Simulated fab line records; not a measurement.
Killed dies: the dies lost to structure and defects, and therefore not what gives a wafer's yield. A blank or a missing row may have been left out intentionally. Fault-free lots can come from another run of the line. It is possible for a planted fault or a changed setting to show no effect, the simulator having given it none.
Struck lot and sound lot, side by side + flow sky130 + 16 out of 708 route steps
Sound: the wafers L948.1, L948.3, L948.4. Wafers struck: L964.2, L964.4, L964.5. The cause is given at the end.
For every step that has rows: the tool of each side, followed by ch and its chambers, followed by its first start. Under that, the readings that differ: sound wafers + struck wafers + difference of the means + sigmas: that difference in standard deviations of wafers without a fault.
alike: a reading whose means differ by less than 2 such deviations, as well as words and numbers matching on both sides. not compared: withheld readings; readings where some wafer has no value; bounds like >300 that might hide an equal value; numbers whose values overlap and for which the record gives no deviation.
A row with sigmas, a row that says differs or no value, or rows on one side alone: a step with any of these is where the two part. Numbers that have no deviation but don't overlap get no sigmas and don't part them. A reading that every wafer of one side lacks parts them only if that side has two wafers or more.

SKY_NWELL_RS_MEAS_29: the measuring method here is four-point-probe.
  sound on film_metro-02, day 6 04:02; struck on film_metro-01, day 10 02:55
  alike: NWELL_RS
SKY_NWELL_RS_MEAS_31: the measuring method here is four-point-probe.
  sound on film_metro-02, day 6 04:16; struck on film_metro-01, day 10 03:10
  alike: PWDE_RS
then, 7 steps without rows for these wafers: SKY_VT_ADJUST_HVTP_DEHYDRATE_00 (time 60 s); SKY_VT_ADJUST_HVTP_HMDS_01 (prime time 60 s); SKY_VT_ADJUST_HVTP_COAT_02 (resist thk 1140 nm); SKY_VT_ADJUST_HVTP_SOFTBAKE_03 (time 60 s); SKY_VT_ADJUST_HVTP_EXPOSE_04 (exposes mask HVTPM, target cd 380 nm); SKY_VT_ADJUST_HVTP_PEB_05; SKY_VT_ADJUST_HVTP_DEVELOP_06 (develop time 60 s).
SKY_VT_ADJUST_HVTP_CD_MEAS_07: target cd 380 nm.
  sound on cd_sem-01, day 6 22:19; struck on cd_sem-01, day 11 02:23
  alike: cd_nm
SKY_VT_ADJUST_HVTP_OVL_MEAS_08:
  sound on overlay-01, day 6 22:26; struck on overlay-01, day 11 02:29
  alike: VT_ADJUST_HVTP_OVL
SKY_VT_ADJUST_HVTP_IMPLANT_09:
  sound on implanter-04 ch 0, day 6 22:28; struck on implanter-03 ch 0, day 11 02:32
| reading            | sound                         | struck                        | difference | sigmas      |
|--------------------|-------------------------------|-------------------------------|------------|-------------|
| dose_ions_cm2      | 4.306e+12 4.293e+12 4.296e+12 | 4.882e+12 4.879e+12 4.884e+12 | +5.833e+11 | +99 or more |
| faraday_current_uA | 24.7 23.8 24.7                | 27.4 27.2 28.4                | +3.3       | +7          |
SKY_VT_ADJUST_HVTP_STRIP_10: strips in O2/N2.
  sound on plasma_asher-01 ch 0,1, day 6 22:37; struck on plasma_asher-03 ch 1, day 11 02:40
| reading                      | sound             | struck            | difference | sigmas |
|------------------------------|-------------------|-------------------|------------|--------|
| strip_time_to_endpoint_s (s) | 14.19 14.14 14.14 | 14.22 14.24 14.23 | +0.07      | +2     |
  alike: drypump_motor_current_A, oes_product_au
  not compared: rf_hours_counter_h
SKY_VT_ADJUST_HVTP_TW_MEAS_11:
  sound on film_metro-01, day 6 22:43; struck on film_metro-03, day 11 02:46
  alike: VT_ADJUST_HVTP_TW
then, 1 step without rows for these wafers: SKY_VT_ADJUST_LVTN_DEHYDRATE_00 (time 60 s).
-- a jump in the record: the struck wafers' starts before and after are 39 days apart (it breaks off in module VT_ADJUST_LVTN and resumes in module PAD_OPEN, where the first step shown is number 708 of the route) --
SKY_PAD_OPEN_PROBE_99:
  sound on prober-01, day 47 00:36; struck on prober-02, day 50 08:46
| reading                                  | sound                | struck               | difference | sigmas |
|------------------------------------------|----------------------|----------------------|------------|--------|
| model.etest.tip_p.rs_ohm_sq              | 6882 6842 6866       | 7322 7366 7376       | +491       |        |
| model.etest.pfet_01v8.r_on_ohm_um        | 2950 2952 3002       | 3077 3109 3117       | +133       |        |
| model.etest.pfet_01v8.drive_ua_um        | 189.5 188.7 185.9    | 172.8 172.2 169.9    | -16.4      |        |
| model.etest.pfet_01v8_mvt.drive_ua_um    | 149.1 149.6 146.9    | 131.9 133.1 131.9    | -16.2      |        |
| model.etest.pfet_01v8_hvt.drive_ua_um    | 138.8 141.3 139.4    | 128.1 130.8 127.4    | -11.1      |        |
| model.etest.sram_pfet_latch.drive_ua_um  | 144.2 145.2 140.8    | 127.8 127.2 130.6    | -14.9      |        |
| model.etest.pfet_01v8.off_log10_a_um     | -9.959 -9.831 -9.923 | -11.29 -11.29 -11.37 | -1.41      |        |
| model.etest.pfet_01v8_mvt.off_log10_a_um | -10.69 -10.57 -10.75 | -12.3 -12.34 -12.26  | -1.6       |        |
  alike: killed_at_M0_to_M3, killed_at_M4_up, killed_at_contacts, killed_at_front_end, killed_at_other, killed_dies, killed_open, killed_short

== WHERE THEY PART ==
Earliest at SKY_VT_ADJUST_HVTP_IMPLANT_09; latest, in this record, at SKY_VT_ADJUST_HVTP_STRIP_10. Later steps at which nothing parts them and some readings are alike: SKY_VT_ADJUST_HVTP_TW_MEAS_11, SKY_PAD_OPEN_PROBE_99.

WHY: whatever the simulator had introduced
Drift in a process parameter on implanter-03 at SKY_VT_ADJUST_HVTP_IMPLANT_09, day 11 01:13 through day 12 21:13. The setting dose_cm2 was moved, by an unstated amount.
